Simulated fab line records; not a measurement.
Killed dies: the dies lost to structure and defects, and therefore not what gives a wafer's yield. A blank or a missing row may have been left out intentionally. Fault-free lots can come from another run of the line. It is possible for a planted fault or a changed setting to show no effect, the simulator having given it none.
What tool caused it?    flow sky130    36 wafers from 12 lots sampled at 5 of the route's 708 steps

== WHAT THE GAUGES SHOWED, per wafer ==
The record lacks any reading of a measuring or inspecting step that a usual standard deviation could be used to judge.

== WHICH TOOL RAN EACH LOT (tool, then ch and the chambers of the sampled wafers, then the start) ==
lot   SKY_VIA1_CVD_21                SKY_VIA3_CMP_02                SKY_VIA3_ETCH_15                    SKY_METAL5_SPUTTER_03         SKY_PAD_OPEN_PROBE_99
L300  cvd-w-02 ch 0,1, day 33 18:38  cmp-01 ch 0,1,3, day 38 11:02  rie-diel-03 ch 1,2,3, day 39 12:07  pvd-sputter-02, day 42 18:40  prober-01, day 45 16:29
L301  cvd-w-02 ch 0,1, day 34 03:47  cmp-01 ch 1,3, day 38 19:50    rie-diel-04 ch 0,2, day 39 21:22    pvd-sputter-02, day 43 02:37  prober-02, day 46 00:17
L304  cvd-w-02 ch 0,1, day 35 06:26  cmp-02 ch 1,2, day 39 20:23    rie-diel-03 ch 0,1,3, day 40 21:22  pvd-sputter-02, day 44 00:40  prober-01, day 46 21:18
L306  cvd-w-02 ch 0,1, day 36 00:35  cmp-01 ch 0,1,2, day 40 12:23  rie-diel-02 ch 0,1,2, day 41 12:10  pvd-sputter-02, day 44 14:12  prober-02, day 47 08:32
L308  cvd-w-02 ch 0,1, day 36 12:45  cmp-02 ch 1,2,3, day 41 00:41  rie-diel-03 ch 1,2,3, day 42 00:48  pvd-sputter-02, day 45 02:39  prober-01, day 47 20:25
L310  cvd-w-02 ch 0,1, day 37 05:16  cmp-02 ch 0,2,3, day 41 15:07  rie-diel-04 ch 1,2,3, day 42 15:07  pvd-sputter-02, day 45 15:07  prober-01, day 48 06:35
L311  cvd-w-01 ch 0,1, day 37 13:49  cmp-01 ch 1,3, day 42 00:26    rie-diel-04 ch 0,2,3, day 43 00:52  pvd-sputter-01, day 46 00:58  prober-02, day 48 14:52
L312  cvd-w-01 ch 0,1, day 37 23:50  cmp-02 ch 0,1,3, day 42 07:40  rie-diel-02 ch 1,3, day 43 07:13    pvd-sputter-01, day 46 06:59  prober-01, day 48 19:25
L313  cvd-w-02 ch 0,1, day 38 12:00  cmp-01 ch 1,2,3, day 42 21:07  rie-diel-03 ch 0,1,2, day 43 20:16  pvd-sputter-02, day 46 18:32  prober-02, day 49 07:57
L316  cvd-w-02 ch 1, day 39 14:47    cmp-02 ch 0,1,3, day 43 20:17  rie-diel-03 ch 0,2,3, day 44 19:13  pvd-sputter-03, day 47 14:43  prober-02, day 50 01:44
L321  cvd-w-02 ch 0,1, day 40 12:13  cmp-01 ch 0,2,3, day 44 13:50  rie-diel-04 ch 1,3, day 45 12:26    pvd-sputter-02, day 48 05:54  prober-01, day 50 13:25
L323  cvd-w-01 ch 1, day 40 21:58    cmp-01 ch 0,3, day 44 23:57    rie-diel-03 ch 0,3, day 45 21:40    pvd-sputter-02, day 48 13:59  prober-01, day 50 20:23
- SKY_VIA1_CVD_21: deposits W, target thk 270 nm, time 80.902 s.
- SKY_VIA3_CMP_02: polishes SiO2.
- SKY_VIA3_ETCH_15: etches SiO2 in C4F8/O2/Ar, stops on TiN, target depth 507 nm, time 78 s.
- SKY_METAL5_SPUTTER_03: material Ti, target thk 5 nm, time 3.3 s.
- SKY_PAD_OPEN_PROBE_99

== AS READ BY THE TOOLS THEMSELVES (means over the sampled wafers that have a number; for cases with no such wafer, the mark the record gives instead) ==
SKY_VIA1_CVD_21. Usual: 874 W for heater-power-w, sd 130.
lot   tool      heater-power-w (W)  flag
L300  cvd-w-02  787                 
L301  cvd-w-02  887                 
L304  cvd-w-02  878                 
L306  cvd-w-02  795                 
L308  cvd-w-02  797                 
L310  cvd-w-02  808                 
L311  cvd-w-01  999                 
L312  cvd-w-01  956                 
L313  cvd-w-02  805                 
L316  cvd-w-02  711                 
L321  cvd-w-02  893                 
L323  cvd-w-01  926                 

SKY_VIA3_CMP_02. Usual: 12.6 A for motor-current-A, sd 1.5.
lot   tool    motor-current-A (A)  flag
L300  cmp-01  11.8                 
L301  cmp-01  11.7                 
L304  cmp-02  12.2                 
L306  cmp-01  12.3                 
L308  cmp-02  13.9                 
L310  cmp-02  13.5                 
L311  cmp-01  11.8                 
L312  cmp-02  12.6                 
L313  cmp-01  12.0                 
L316  cmp-02  12.9                 
L321  cmp-01  11.7                 
L323  cmp-01  11.1                 

SKY_VIA3_ETCH_15. Usual: oes-product-au 0.945 a.u., standard deviation 0.0043; rf-fwd-power-W 1487 W, standard deviation 5.4.
lot   tool         oes-product-au (a.u.)  rf-fwd-power-W (W)  flag
L300  rie-diel-03  0.946                  1490                
L301  rie-diel-04  0.944                  1487                
L304  rie-diel-03  0.947                  1488                
L306  rie-diel-02  0.946                  1482                
L308  rie-diel-03  0.947                  1488                
L310  rie-diel-04  0.944                  1484                
L311  rie-diel-04  0.944                  1485                
L312  rie-diel-02  0.948                  1485                
L313  rie-diel-03  0.944                  1493                
L316  rie-diel-03  0.943                  1494                
L321  rie-diel-04  0.941                  1490                
L323  rie-diel-03  0.948                  1489                

SKY_METAL5_SPUTTER_03. Usual: 30.6 % for throttle-valve-pct, sd 1.2.
lot   tool            throttle-valve-pct (%)  flag
L300  pvd-sputter-02  30.6                    
L301  pvd-sputter-02  30.7                    
L304  pvd-sputter-02  32.1                    
L306  pvd-sputter-02  31.7                    
L308  pvd-sputter-02  31.6                    
L310  pvd-sputter-02  31.0                    
L311  pvd-sputter-01  30.7                    
L312  pvd-sputter-01  30.2                    
L313  pvd-sputter-02  31.8                    
L316  pvd-sputter-03  30.2                    
L321  pvd-sputter-02  31.0                    
L323  pvd-sputter-02  31.9                    

SKY_PAD_OPEN_PROBE_99. Usual: defect-limited-yield 82.7 %, standard deviation 1.7; killed_at_M0_to_M3 44, standard deviation 7.1; killed_at_M4_up 3.3, standard deviation 1.8; killed-at-contacts 23, standard deviation 5.5; killed-at-front-end 15, standard deviation 4.5; killed-at-other 0.2, standard deviation 0.48; killed-dies 85, standard deviation 8.4; killed-on-rim 17, standard deviation 3.5; killed-open 46, standard deviation 6.6; killed-short 39, standard deviation 6.1; sort_bin_3_pad_short 0.9 %, standard deviation 0.36; sort_bin_5_function 10.3 %, standard deviation 1.4; sort_bin_6_memory 6.2 %, standard deviation 1; sort-n-pass 407, standard deviation 8.4; sort-yield-pct 82.7 %, standard deviation 1.7.
lot   tool       defect-limited-yield (%)  killed_at_M0_to_M3  killed_at_M4_up  killed-at-contacts  killed-at-front-end  killed-at-other  killed-dies  killed-on-rim  killed-open  killed-short  sort_bin_3_pad_short (%)  sort_bin_5_function (%)  sort_bin_6_memory (%)  sort-n-pass  sort-yield-pct (%)  flag
L300  prober-01  82.3                      48                  4.3              23                  13                   0.0              87           15             50           37            0.8                       10.7                     6.2                    405          82.3                
L301  prober-02  83.3                      42                  2.0              21                  16                   0.0              82           18             43           39            0.6                       9.8                      6.3                    410          83.3                
L304  prober-01  82.0                      45                  1.7              25                  17                   0.3              89           18             52           37            0.8                       10.1                     7.1                    403          82.0                
L306  prober-02  82.6                      48                  4.0              20                  14                   0.0              86           19             44           42            1.0                       11.2                     5.2                    406          82.6                
L308  prober-01  83.9                      46                  3.7              18                  11                   0.3              79           16             43           36            0.7                       10.1                     5.4                    413          83.9                
L310  prober-01  82.3                      48                  1.3              22                  16                   0.3              87           14             49           38            1.0                       9.5                      7.2                    405          82.3                
L311  prober-02  82.6                      37                  5.0              21                  23                   0.3              86           16             39           46            0.7                       11.5                     5.2                    406          82.6                
L312  prober-01  80.9                      47                  4.0              26                  17                   0.7              94           19             53           41            1.0                       11.9                     6.2                    398          80.9                
L313  prober-02  82.5                      43                  3.7              23                  16                   0.3              86           15             42           43            0.7                       10.9                     5.8                    406          82.5                
L316  prober-02  78.3                      62                  2.7              23                  18                   1.0              107          27             43           36            1.7                       13.3                     6.7                    385          78.3                
L321  prober-01  81.3                      53                  3.0              21                  15                   0.3              92           20             47           37            1.1                       11.6                     6.0                    400          81.3                
L323  prober-01  82.4                      45                  4.0              19                  18                   0.3              87           16             46           39            0.6                       10.3                     6.7                    405          82.4                

== THE ANSWER, worked out from the rows above alone ==
Rule: take the mean of a lot's wafers that have a number; if it is more than 3 standard deviations from the usual mean, the lot is off. A lot without any number at a reading at which 4 lots or more have one is off too. Where the step has rows for the other lots, those lots are counted as sound. After the gauges, taken in route order, come the tools' own readings; for these a lot's mean is taken, as printed above. At the first step where some lot is off, the reading lying furthest off is the one used; lots without a number count as furthest.
Nothing can be told from this: no lot is off at any reading shown.

== WHAT THE SIMULATOR PUT IN ==
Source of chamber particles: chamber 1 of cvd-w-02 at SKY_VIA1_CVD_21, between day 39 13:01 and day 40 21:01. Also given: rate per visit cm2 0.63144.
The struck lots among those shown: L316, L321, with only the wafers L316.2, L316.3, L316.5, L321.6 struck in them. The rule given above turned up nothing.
